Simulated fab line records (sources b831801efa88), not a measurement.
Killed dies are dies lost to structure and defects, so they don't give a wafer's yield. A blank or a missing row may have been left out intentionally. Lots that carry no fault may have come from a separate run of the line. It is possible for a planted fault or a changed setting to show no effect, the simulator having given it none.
Chamber matching + flow gf180mcu + GF_V1_CVD_02 on pecvd-01: 3 sister chambers
The step deposits SiO2 from TEOS, target thk 850 nm, time 94.851 s. 6 wafers are shown with their chamber, then 7 later ones without.

WAFERS, EACH WITH ITS CHAMBER
| wafer  | chamber | heater-power-w (W) |
|--------|---------|--------------------|
| L078.6 | 2       | 639                |
| L081.1 | 2       | 696                |
| L090.3 | 0       | 706                |
| L090.6 | 1       | 703                |
| L091.1 | 1       | 763                |
| L091.2 | 0       | 656                |

WAFERS MISSING THEIR CHAMBER
| wafer  | heater-power-w (W) |
|--------|--------------------|
| L091.4 | 679                |
| L094.1 | 701                |
| L094.4 | 699                |
| L094.6 | 688                |
| L096.2 | 756                |
| L096.3 | 578                |
| L096.5 | 565                |

THE CHAMBER EACH PASSED THROUGH
| wafer  | from the rows above          | in truth |
|--------|------------------------------|----------|
| L091.4 | can't be placed: 0 or 2 or 1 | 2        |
| L094.1 | can't be placed: 0 or 1 or 2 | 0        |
| L094.4 | can't be placed: 0 or 2 or 1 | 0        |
| L094.6 | can't be placed: 0 or 2 or 1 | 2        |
| L096.2 | can't be placed: 1 or 0 or 2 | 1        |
| L096.3 | can't be placed: 2 or 0 or 1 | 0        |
| L096.5 | can't be placed: 2 or 0 or 1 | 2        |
Correctly placed: 0 of 7. Can't be placed from these rows: 7 (the true chamber is among the candidates in 7). Wrongly placed: 0.
How it was worked out, from the rows above alone: a wafer's distance from a chamber is the root of the sum, over the readings, of the square of ((its reading less the chamber's mean) divided by the reading's scatter). The wafer belongs to the nearest chamber; if the next one is less than 2 further off, it can't be placed. The mean given for a chamber averages the wafers shown for that chamber. The scatter: the root of (the sum of the squares of (reading less its chamber's mean) over the shown wafers, divided by (wafers less chambers)).
